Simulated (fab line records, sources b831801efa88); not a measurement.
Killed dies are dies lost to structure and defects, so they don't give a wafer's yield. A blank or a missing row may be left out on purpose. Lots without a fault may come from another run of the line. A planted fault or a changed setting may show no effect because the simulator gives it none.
fab line records | flow gf180mcu
record lots=5 wafers=23
route steps=602 shown PSD@250 SAB@269 CONTACT@287 M1@315 V1@337 M2@362
start_h: hours from the record's first day to the start of the lot's first wafer shown | wait_h: hours since the lot's step before | " the same as in the row above | L1.1+2: a row that stands for several wafers | - no value, or no start given | * or withheld: withheld | < > ~ a bound
route shown NAME@n: a module of which the file shows steps, and the number in the route of the first | usual: mean/standard deviation of fault-free wafers | same: alike in all rows | chamber/n: place in a boat | sites: the reading at each site | _std_site: their standard deviation | _edge_site: outer sites' mean less inner sites' | radius_mm: how far each site lies from the wafer's centre | mask NAME#n: copy n | behind: the tool/chamber that last shaped the wafer | hold: why the lot was held/for how many hours/how that ended | device: the transistor (n, p or np) that didn't switch | end of line: the same wafers' tests at the end of the route | a step without rows: its recipe alone | killed: dies lost to structure and defects at the first sort, not the wafer's yield | map: a wafer's dies, x killed, . not, _ none there
set.NAME: the setting as run; set.NAME@STEP: as run at that earlier step | model.NAME: the simulator's own value behind a step, which no gauge read
lots whose settings were changed on purpose; a table a step, a row a wafer
## steps
# step GF_PSD_COAT_02
# recipe resist=NOVOLAK spin_rpm=3000 resist_thk_nm=1000
# columns lot.wafer tool chamber start_h wait_h set.resist_thk_nm model.NOVOLAK_of_PSD_COAT_02.thk_nm
L074.2 litho_track-02 0 295.61 0.1 1000 1000
L074.3 " 0 " " 949 951.8
L074.4 " 0 " " 1000 1002
L074.5 " 0 " " 949 947.7
L074.6 " 0 " " 1000 1003
L075.1 litho_track-01 0 306.47 0.1 1000 998.9
L075.2 " 0 " " 1000 999.1
L075.3 " 0 " " 1000 1000
L075.4 " 0 " " 1000 998.4
L075.5 " 0 " " 1000 995.4
L076.2 litho_track-04 0 314.41 0.1 1000 992.5
L076.5 " 0 " " 1000 990.7
L076.6 " 0 " " 1000 992.4
L080.1 litho_track-01 0 374.87 0.1 1015 1017
L080.2 " 0 " " 1015 1018
L080.3 " 0 " " 1000 1001
L080.4 " 0 " " 1000 1003
L080.5 " 0 " " 1000 1005
L085.1 litho_track-02 0 406.78 0.1 1000 994.6
L085.2 " 0 " " 1000 998.1
L085.4 " 0 " " 1000 996.7
L085.5 " 0 " " 1000 996
L085.6 " 0 " " 1000 999.4
# step GF_PSD_STRIP_10
# recipe chemistry=O2/N2 power_w=1400 pressure_mtorr=1500 platen_temp_c=250 o2_flow_sccm=3000 n2_flow_sccm=300 overash_fraction=0.5
# usual strip_time_to_endpoint_s=16.56/0.047
# columns lot.wafer tool chamber start_h wait_h set.o2_flow_sccm set.resist_thk_nm@PSD_COAT_02 strip_time_to_endpoint_s
L074.2 plasma_asher-03 1 305.87 0.1 2845 1000 16.62
L074.3 " 1 " " 3000 949 16.02
L074.4 " 0 " " 3000 1000 16.58
L074.5 " 0 " " 2845 949 16.02
L074.6 " 1 " " 3000 1000 16.60
L075.1 plasma_asher-03 1 317.89 0.1 2629 1000 16.72
L075.2 " 0 " " 3000 1000 16.58
L075.3 " 1 " " 2629 1000 16.73
L075.4 " 0 " " 3000 1000 16.56
L075.5 " 0 " " 3000 1000 16.53
L076.2 plasma_asher-03 0 325.19 0.1 3000 1000 16.45
L076.5 " 1 " " 3000 1000 16.44
L076.6 " 0 " " 3000 1000 16.47
L080.1 plasma_asher-03 0 386.34 0.1 3000 1015 16.76
L080.2 " 1 " " 2783 1015 16.85
L080.3 " 1 " " 2783 1000 16.65
L080.4 " 0 " " 3000 1000 16.58
L080.5 " 0 " " 3000 1000 16.61
L085.1 plasma_asher-04 1 418.84 0.1 3222 1000 16.43
L085.2 " 0 " " 3222 1000 16.45
L085.4 " 1 " " 3000 1000 16.52
L085.5 " 0 " " 3000 1000 16.52
L085.6 " 1 " " 3000 1000 16.55
# step GF_SAB_SOFTBAKE_05
# recipe temp_c=90 time_s=60 resist=NOVOLAK
# columns lot.wafer tool chamber start_h wait_h set.temp_c
L074.2+5+6 litho_track-01 0 317.09 0.1 90
L074.3+4 " 0 " " 86.93
L075.1+4 litho_track-01 0 328.47 0.1 87.04
L075.2+3+5 " 0 " " 90
L076.2+5+6 litho_track-02 0 336.11 0.1 90
L080.1+3 litho_track-01 0 398.12 0.1 92.26
L080.2+4+5 " 0 " " 90
L085.1+4 litho_track-03 0 431.01 0.1 90
L085.2+5+6 " 0 " " 87.39
# step GF_SAB_DEVELOP_08
# recipe develop_time_s=60 dev_temp_c=23
# columns lot.wafer tool chamber start_h wait_h set.develop_time_s
L074.2+3+4+5+6 litho_track-02 0 327.26 0.1 60
L075.1+2+3+4+5 litho_track-01 0 338.57 0.1 60
L076.2+5+6 litho_track-01 0 346.84 0.1 60
L080.1+2+5 litho_track-03 0 409.86 0.1 53.48
L080.3+4 " 0 " " 60
L085.1+2+4+5+6 litho_track-02 0 442.68 0.1 60
# step GF_SAB_ETCH_11
# recipe chemistry=C4F8/O2/Ar mask_material=NOVOLAK target=SiO2 target_depth_nm=55 source_w=1448 bias_w=1200 pressure_mtorr=40 c4f8_flow_sccm=withheld O2_flow_sccm=6 Ar_flow_sccm=300 time_s=8.5
# step GF_SAB_WET_ETCH_12
# recipe chemistry=dHF target_depth_nm=22 dry=n2_spin target=SiO2 temp_c=25 dilution=100:1 time_s=440
# step GF_SAB_STRIP_13
# recipe chemistry=O2/N2 power_w=1400 pressure_mtorr=1500 platen_temp_c=250 o2_flow_sccm=3000 n2_flow_sccm=300 overash_fraction=0.5
# usual strip_time_to_endpoint_s=12.60/0.032
# columns lot.wafer tool chamber start_h wait_h set.temp_c@SAB_SOFTBAKE_05 strip_time_to_endpoint_s
L074.2 plasma_asher-03 1 327.70 0.0 90 12.63
L074.3 " 1 " " 86.93 12.76
L074.4 " 0 " " 86.93 12.71
L074.5 " 0 " " 90 12.67
L074.6 " 1 " " 90 12.63
L075.1 plasma_asher-03 0 339.03 0.0 87.04 12.72
L075.2 " 1 " " 90 12.60
L075.3 " 1 " " 90 12.60
L075.4 " 0 " " 87.04 12.71
L075.5 " 0 " " 90 12.58
L076.2 plasma_asher-04 0 347.28 0.0 90 12.56
L076.5 " 0 " " 90 12.57
L076.6 " 1 " " 90 12.58
L080.1 plasma_asher-01 1 410.33 0.0 92.26 12.53
L080.2 " 0 " " 90 12.61
L080.3 " 0 " " 92.26 12.54
L080.4 " 1 " " 90 12.57
L080.5 " 1 " " 90 12.60
L085.1 plasma_asher-01 1 443.14 0.0 90 12.59
L085.2 " 0 " " 87.39 12.70
L085.4 " 0 " " 90 12.61
L085.5 " 1 " " 87.39 12.68
L085.6 " 0 " " 87.39 12.67
# step GF_CONTACT_CVD_00
# recipe material=SiO2 target_thk_nm=300 sigma_open_frac=0.3 temp_c=400 time_s=50 sih4_flow_sccm=60 pressure_mtorr=6
# columns lot.wafer tool chamber start_h wait_h set.sih4_flow_sccm model.SiO2_of_CONTACT_CVD_00.thk_nm
L074.2 hdpcvd-01 2 328.44 0.1 64.56 322.6
L074.3 " 1 " " 64.56 317
L074.4 " 1 " " 64.56 316.9
L074.5 " 0 " " 60 298.2
L074.6 " 2 " " 60 298
L075.1 hdpcvd-01 1 339.84 0.2 63.78 319.4
L075.2 " 2 " " 63.78 319.6
L075.3 " 0 " " 60 303
L075.4 " 2 " " 60 302.4
L075.5 " 1 " " 60 300.2
L076.2 hdpcvd-01 2 348.00 0.1 60 301.4
L076.5 " 2 " " 60 299.6
L076.6 " 0 " " 60 302.9
L080.1 hdpcvd-02 1 411.07 0.1 68.83 343.7
L080.2 " 0 " " 60 301.3
L080.3 " 2 " " 68.83 344.7
L080.4 " 0 " " 68.83 345.1
L080.5 " 1 " " 60 298.9
L085.1 hdpcvd-01 2 443.86 0.1 60 306.6
L085.2 " 0 " " 60 304.3
L085.4 " 0 " " 60 300.8
L085.5 " 1 " " 60 302
L085.6 " 2 " " 60 301.5
# step GF_CONTACT_THK_MEAS_01
# recipe reads=SiO2_of_CONTACT_CVD_00
# usual CONTACT_CVD_00_THK=300/3.2
# columns lot.wafer tool chamber start_h wait_h set.sih4_flow_sccm@CONTACT_CVD_00 CONTACT_CVD_00_THK[nm]
L074.2 film_metro-02 - 328.49 0.0 64.56 322
L074.3 " - " " 64.56 317
L074.4 " - " " 64.56 317
L074.5 " - " " 60 298
L074.6 " - " " 60 298
L075.1 film_metro-02 - 339.88 0.0 63.78 320
L075.2 " - " " 63.78 319
L075.3 " - " " 60 303
L075.4 " - " " 60 302
L075.5 " - " " 60 300
L076.2 film_metro-03 - 348.05 0.0 60 302
L076.5 " - " " 60 299
L076.6 " - " " 60 303
L080.1 film_metro-03 - 411.11 0.0 68.83 344
L080.2 " - " " 60 301
L080.3 " - " " 68.83 345
L080.4 " - " " 68.83 345
L080.5 " - " " 60 299
L085.1 film_metro-04 - 443.91 0.0 60 307
L085.2 " - " " 60 305
L085.4 " - " " 60 301
L085.5 " - " " 60 302
L085.6 " - " " 60 302
# step GF_M1_SPUTTER_00
# recipe material=Ti target_thk_nm=37.5 arriving_ion_energy_ev=80 substrate_temp_c=200 chamber_pressure_pa=2 power_w=4000 time_s=150
# columns lot.wafer tool chamber start_h wait_h set.power_w model.Ti_of_M1_SPUTTER_00.thk_nm
L074.2 pvd_sputter-03 - 351.22 0.1 4000 38.15
L074.3 " - " " 4302 40.67
L074.4 " - " " 4000 38.31
L074.5 " - " " 4302 41.01
L074.6 " - " " 4302 41.16
L075.1 pvd_sputter-02 - 363.31 0.2 4000 37.86
L075.2 " - " " 3688 34.42
L075.3 " - " " 4000 37.25
L075.4 " - " " 4000 38.15
L075.5 " - " " 3688 34.27
L076.2 pvd_sputter-02 - 371.49 0.2 4000 37.68
L076.5 " - " " 4000 37.1
L076.6 " - " " 4000 37.62
L080.1 pvd_sputter-03 - 436.61 0.2 4000 37.87
L080.2 " - " " 4000 38.02
L080.3 " - " " 3749 35.3
L080.4 " - " " 4000 37.34
L080.5 " - " " 3749 35.63
L085.1 pvd_sputter-02 - 470.74 0.1 4000 38.05
L085.2 " - " " 4000 37.81
L085.4 " - " " 4000 38.16
L085.5 " - " " 4000 38.47
L085.6 " - " " 4000 37.76
# step GF_M1_EXPOSE_11
# recipe mask_id=Metal1 target_cd_nm=230 na=0.68 source_shape=conventional sigma_outer=0.6 dose_mj=28
# columns lot.wafer tool chamber start_h wait_h mask set.dose_mj
L074.2+3+4+5+6 krf_scanner-02 0 - - Metal1#0 28
L075.1+2+3+4+5 krf_scanner-02 0 - - Metal1#0 28
L076.2+5+6 krf_scanner-02 0 - - Metal1#0 28
L080.1+2+3 krf_scanner-01 0 - - Metal1#0 28
L080.4+5 " 0 " " Metal1#0 26.75
L085.1+6 krf_scanner-01 0 - - Metal1#0 25.99
L085.2+4+5 " 0 " " Metal1#0 28
# step GF_M1_PEB_12
# recipe peb_temp_c=135 peb_time_s=90 resist=KrF
# step GF_M1_DEVELOP_13
# recipe develop_time_s=60 dev_temp_c=21
# step GF_M1_CD_MEAS_14
# recipe target_cd_nm=230
# usual cd_nm=229.6/1.2
# columns lot.wafer tool chamber start_h wait_h set.dose_mj@M1_EXPOSE_11 cd_nm
L074.2 cd_sem-02 - 373.60 0.1 28 227.7
L074.3 " - " " 28 228.6
L074.4 " - " " 28 228.8
L074.5 " - " " 28 228.1
L074.6 " - " " 28 228.2
L075.1 cd_sem-01 - 385.74 0.1 28 229.9
L075.2 " - " " 28 230.3
L075.3 " - " " 28 228.5
L075.4 " - " " 28 230.3
L075.5 " - " " 28 228.9
L076.2 cd_sem-02 - 393.81 0.1 28 230.3
L076.5 " - " " 28 231.1
L076.6 " - " " 28 231.2
L080.1 cd_sem-02 - 461.19 0.2 28 229.6
L080.2 " - " " 28 231.0
L080.3 " - " " 28 230.7
L080.4 " - " " 26.75 238.0
L080.5 " - " " 26.75 237.5
L085.1 cd_sem-02 - 494.89 0.1 25.99 241.3
L085.2 " - " " 28 231.4
L085.4 " - " " 28 230.3
L085.5 " - " " 28 230.4
L085.6 " - " " 25.99 242.5
# step GF_V1_CVD_02
# recipe material=SiO2 target_thk_nm=850 precursor=TEOS temp_c=400 time_s=94.851 rf_w=600
# columns lot.wafer tool chamber start_h wait_h set.time_s model.SiO2_of_V1_CVD_02.thk_nm
L074.2 pecvd-03 2 374.55 0.0 106.4 942.8
L074.3 " 1 " " 94.851 819.7
L074.4 " 1 " " 106.4 950.4
L074.5 " 2 " " 106.4 947.9
L074.6 " 0 " " 94.851 837.5
L075.1 pecvd-03 0 386.75 0.1 94.851 838.9
L075.2 " 1 " " 84.3 741.4
L075.3 " 2 " " 84.3 758
L075.4 " 0 " " 94.851 851.1
L075.5 " 2 " " 94.851 852
L076.2 pecvd-04 0 394.73 0.0 94.851 843.9
L076.5 " 1 " " 94.851 871.5
L076.6 " 0 " " 94.851 867.7
L080.1 pecvd-03 1 462.13 0.1 100.9 901.2
L080.2 " 0 " " 100.9 900.1
L080.3 " 2 " " 94.851 854.3
L080.4 " 2 " " 94.851 851.6
L080.5 " 1 " " 94.851 862.7
L085.1 pecvd-04 1 495.86 0.1 86.56 795.7
L085.2 " 2 " " 86.56 779.6
L085.4 " 0 " " 86.56 780.7
L085.5 " 2 " " 94.851 870.5
L085.6 " 1 " " 94.851 866.9
# step GF_V1_THK_MEAS_03
# recipe reads=SiO2_of_V1_CVD_02
# usual V1_CVD_02_THK=852/12
# columns lot.wafer tool chamber start_h wait_h set.time_s@V1_CVD_02 V1_CVD_02_THK[nm]
L074.2 film_metro-03 - 374.63 0.0 106.4 942
L074.3 " - " " 94.851 820
L074.4 " - " " 106.4 951
L074.5 " - " " 106.4 948
L074.6 " - " " 94.851 837
L075.1 film_metro-01 - 386.82 0.0 94.851 839
L075.2 " - " " 84.3 742
L075.3 " - " " 84.3 758
L075.4 " - " " 94.851 851
L075.5 " - " " 94.851 852
L076.2 film_metro-03 - 394.81 0.0 94.851 844
L076.5 " - " " 94.851 871
L076.6 " - " " 94.851 867
L080.1 film_metro-01 - 462.20 0.0 100.9 901
L080.2 " - " " 100.9 900
L080.3 " - " " 94.851 854
L080.4 " - " " 94.851 852
L080.5 " - " " 94.851 862
L085.1 film_metro-03 - 495.93 0.0 86.56 797
L085.2 " - " " 86.56 780
L085.4 " - " " 86.56 781
L085.5 " - " " 94.851 870
L085.6 " - " " 94.851 866
# step GF_V1_CMP_04
# recipe material=SiO2 down_force_psi=4 platen_rpm=60 pad_velocity_m_s=0.94248
# usual time_to_endpoint_s=82/5.6
# columns lot.wafer tool chamber start_h wait_h set.time_s@V1_CVD_02 time_to_endpoint_s
L074.2 cmp-02 3 374.68 0.0 106.4 114
L074.3 " 0 " " 94.851 72
L074.4 " 1 " " 106.4 122
L074.5 " 3 " " 106.4 115
L074.6 " 0 " " 94.851 74
L075.1 cmp-01 1 386.88 0.1 94.851 73
L075.3 " 2 " " 84.3 47
L075.2 " 3 " " 84.3 40
L075.4 " 0 " " 94.851 83
L075.5 " 1 " " 94.851 78
L076.2 cmp-01 3 394.91 0.1 94.851 81
L076.5 " 2 " " 94.851 90
L076.6 " 3 " " 94.851 92
L080.3 cmp-01 1 462.26 0.0 94.851 80
L080.2 " 2 " " 100.9 102
L080.4 " 3 " " 94.851 85
L080.1 " 0 " " 100.9 102
L080.5 " 2 " " 94.851 91
L085.1 cmp-01 1 496.63 0.7 86.56 59
L085.4 " 2 " " 86.56 57
L085.2 " 3 " " 86.56 54
L085.5 " 1 " " 94.851 84
L085.6 " 2 " " 94.851 83
# step GF_V1_EXPOSE_11
# recipe mask_id=Via1 target_cd_nm=260 na=0.68 source_shape=conventional sigma_outer=0.6 dose_mj=38
# columns lot.wafer tool chamber start_h wait_h mask set.dose_mj
L074.2+6 krf_scanner-02 0 - - Via1#0 36.52
L074.3+4+5 " 0 " " Via1#0 38
L075.1+3 krf_scanner-01 0 - - Via1#0 40.08
L075.2+4+5 " 0 " " Via1#0 38
L076.2+5+6 krf_scanner-02 0 - - Via1#0 38
L080.1+2+5 krf_scanner-02 0 - - Via1#0 38
L080.3+4 " 0 " " Via1#0 39.79
L085.1+4 krf_scanner-02 0 - - Via1#0 35.63
L085.2+5+6 " 0 " " Via1#0 38
# step GF_V1_PEB_12
# recipe peb_temp_c=135 peb_time_s=90 resist=KrF
# step GF_V1_DEVELOP_13
# recipe develop_time_s=60 resist=KrF dev_temp_c=21
# step GF_V1_CD_MEAS_14
# recipe target_cd_nm=260
# usual cd_nm=260.1/0.96
# columns lot.wafer tool chamber start_h wait_h set.dose_mj@V1_EXPOSE_11 cd_nm
L074.2 cd_sem-02 - 397.40 0.1 36.52 253.6
L074.3 " - " " 38 260.5
L074.4 " - " " 38 259.9
L074.5 " - " " 38 260.9
L074.6 " - " " 36.52 254.9
L075.1 cd_sem-02 - 410.37 0.1 40.08 267.7
L075.2 " - " " 38 259.2
L075.3 " - " " 40.08 269.3
L075.4 " - " " 38 260.6
L075.5 " - " " 38 260.5
L076.2 cd_sem-02 - 418.81 0.1 38 259.6
L076.5 " - " " 38 260.7
L076.6 " - " " 38 260.2
L080.1 cd_sem-01 - 486.29 0.1 38 258.8
L080.2 " - " " 38 258.4
L080.3 " - " " 39.79 265.5
L080.4 " - " " 39.79 267.3
L080.5 " - " " 38 260.3
L085.1 cd_sem-02 - 520.92 0.1 35.63 249.8
L085.2 " - " " 38 259.6
L085.4 " - " " 35.63 249.5
L085.5 " - " " 38 259.3
L085.6 " - " " 38 258.2
# step GF_V1_ETCH_16
# recipe chemistry=N2/H2 target_depth_a=withheld overetch_a=withheld time_s=withheld target=BARC ion_energy_ev=200 source_w=500 bias_w=100 pressure_mtorr=30 n2_flow_sccm=100 h2_flow_sccm=200
# columns lot.wafer tool chamber start_h wait_h set.dose_mj@V1_EXPOSE_11 model.V1.cd_nm
L074.2 rie_diel-02 1 397.54 0.0 36.52 253.7
L074.3 " 0 " " 38 259.6
L074.4 " 2 " " 38 260.2
L074.5 " 0 " " 38 260.3
L074.6 " 3 " " 36.52 255.1
L075.1 rie_diel-01 1 410.52 0.0 40.08 268.4
L075.2 " 0 " " 38 259.1
L075.3 " 2 " " 40.08 269.5
L075.4 " 3 " " 38 261.8
L075.5 " 3 " " 38 262
L076.2 rie_diel-04 1 418.94 0.0 38 260.1
L076.5 " 3 " " 38 260.4
L076.6 " 0 " " 38 260.3
L080.1 rie_diel-01 1 486.44 0.0 38 259.5
L080.2 " 3 " " 38 259.4
L080.3 " 2 " " 39.79 265.7
L080.4 " 0 " " 39.79 267.2
L080.5 " 2 " " 38 260.4
L085.1 rie_diel-02 0 521.07 0.0 35.63 249
L085.2 " 3 " " 38 259.6
L085.4 " 2 " " 35.63 250.2
L085.5 " 0 " " 38 259
L085.6 " 3 " " 38 257.8
# step GF_V1_SPUTTER_21
# recipe material=Ti target_thk_nm=15 chamber_pressure_pa=5 power_w=2500 substrate_temp_c=200 time_s=80.02
# columns lot.wafer tool chamber start_h wait_h set.power_w model.Ti_of_V1_SPUTTER_21.thk_nm
L074.2+6 pvd_sputter-04 - 398.21 0.0 2378 14.42
L074.3 " - " " 2378 14.66
L074.4 " - " " 2500 14.98
L074.5 " - " " 2500 15.29
L075.1 pvd_sputter-04 - 411.19 0.0 2500 15.11
L075.2 " - " " 2500 14.79
L075.3 " - " " 2500 14.64
L075.4 " - " " 2500 14.77
L075.5 " - " " 2500 14.85
L076.2 pvd_sputter-04 - 419.61 0.0 2500 15
L076.5 " - " " 2500 14.97
L076.6 " - " " 2500 14.92
L080.1+2 pvd_sputter-02 - 487.17 0.0 2500 15.19
L080.3 " - " " 2500 15.02
L080.4 " - " " 2500 15.1
L080.5 " - " " 2500 15.3
L085.1 pvd_sputter-03 - 521.74 0.0 2500 14.43
L085.2 " - " " 2256 13.39
L085.4 " - " " 2500 15.09
L085.5 " - " " 2256 13
L085.6 " - " " 2500 14.8
# step GF_M2_SPUTTER_00
# recipe material=Ti target_thk_nm=37.5 arriving_ion_energy_ev=80 substrate_temp_c=200 chamber_pressure_pa=2 power_w=4000 time_s=150
# columns lot.wafer tool chamber start_h wait_h set.power_w model.Ti_of_M2_SPUTTER_00.thk_nm
L074.2 pvd_sputter-02 - 399.01 0.2 4000 37.33
L074.3 " - " " 3826 36.09
L074.4 " - " " 3826 35.51
L074.5 " - " " 4000 37.47
L074.6 " - " " 4000 37.74
L075.1 pvd_sputter-02 - 411.89 0.1 4000 37.26
L075.2 " - " " 4000 37.31
L075.3 " - " " 3686 34.08
L075.4 " - " " 3686 34.39
L075.5 " - " " 4000 37.43
L076.2 pvd_sputter-02 - 420.31 0.2 4000 37.24
L076.5 " - " " 4000 37.14
L076.6 " - " " 4000 36.88
L080.1 pvd_sputter-01 - 487.97 0.2 4000 37.39
L080.2 " - " " 4000 37.43
L080.3 " - " " 4000 38.05
L080.4 " - " " 4000 37.64
L080.5 " - " " 4000 37.84
L085.1 pvd_sputter-02 - 522.43 0.1 4000 37.55
L085.2 " - " " 4000 38.18
L085.4 " - " " 4446 42.51
L085.5 " - " " 4000 37.38
L085.6 " - " " 4446 41.57
## key
split step=GF_PSD_COAT_02 setting=resist_thk_nm stated=1000 by=wafer
response step=GF_PSD_COAT_02 reading=model.NOVOLAK_of_PSD_COAT_02.thk_nm change=+10.1 per=1% r=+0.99
response step=GF_PSD_STRIP_10 reading=strip_time_to_endpoint_s change=* per=1% r=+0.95
split step=GF_PSD_STRIP_10 setting=o2_flow_sccm stated=3000 by=wafer
response none clear
split step=GF_SAB_SOFTBAKE_05 setting=temp_c stated=90 by=wafer
response step=GF_SAB_STRIP_13 reading=strip_time_to_endpoint_s change=* per=1% r=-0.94
split step=GF_SAB_DEVELOP_08 setting=develop_time_s stated=60 by=wafer
response none clear
split step=GF_CONTACT_CVD_00 setting=sih4_flow_sccm stated=60 by=wafer
response step=GF_CONTACT_CVD_00 reading=model.SiO2_of_CONTACT_CVD_00.thk_nm change=+2.94 per=1% r=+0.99
response step=GF_CONTACT_THK_MEAS_01 reading=CONTACT_CVD_00_THK change=+2.94 per=1% r=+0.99
split step=GF_M1_SPUTTER_00 setting=power_w stated=4000 by=wafer
response step=GF_M1_SPUTTER_00 reading=model.Ti_of_M1_SPUTTER_00.thk_nm change=+0.391 per=1% r=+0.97
split step=GF_M1_EXPOSE_11 setting=dose_mj stated=28 by=wafer
response step=GF_M1_CD_MEAS_14 reading=cd_nm change=-1.59 per=1% r=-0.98
split step=GF_V1_CVD_02 setting=time_s stated=94.851 by=wafer
response step=GF_V1_CVD_02 reading=model.SiO2_of_V1_CVD_02.thk_nm change=+9.1 per=1% r=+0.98
response step=GF_V1_THK_MEAS_03 reading=V1_CVD_02_THK change=+9.08 per=1% r=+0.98
response step=GF_V1_CMP_04 reading=time_to_endpoint_s change=* per=1% r=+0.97
split step=GF_V1_EXPOSE_11 setting=dose_mj stated=38 by=wafer
response step=GF_V1_CD_MEAS_14 reading=cd_nm change=+1.53 per=1% r=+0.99
response step=GF_V1_ETCH_16 reading=model.V1.cd_nm change=+1.46 per=1% r=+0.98
split step=GF_V1_SPUTTER_21 setting=power_w stated=2500 by=wafer
response step=GF_V1_SPUTTER_21 reading=model.Ti_of_V1_SPUTTER_21.thk_nm change=+0.155 per=1% r=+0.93
split step=GF_M2_SPUTTER_00 setting=power_w stated=4000 by=wafer
response step=GF_M2_SPUTTER_00 reading=model.Ti_of_M2_SPUTTER_00.thk_nm change=+0.391 per=1% r=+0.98
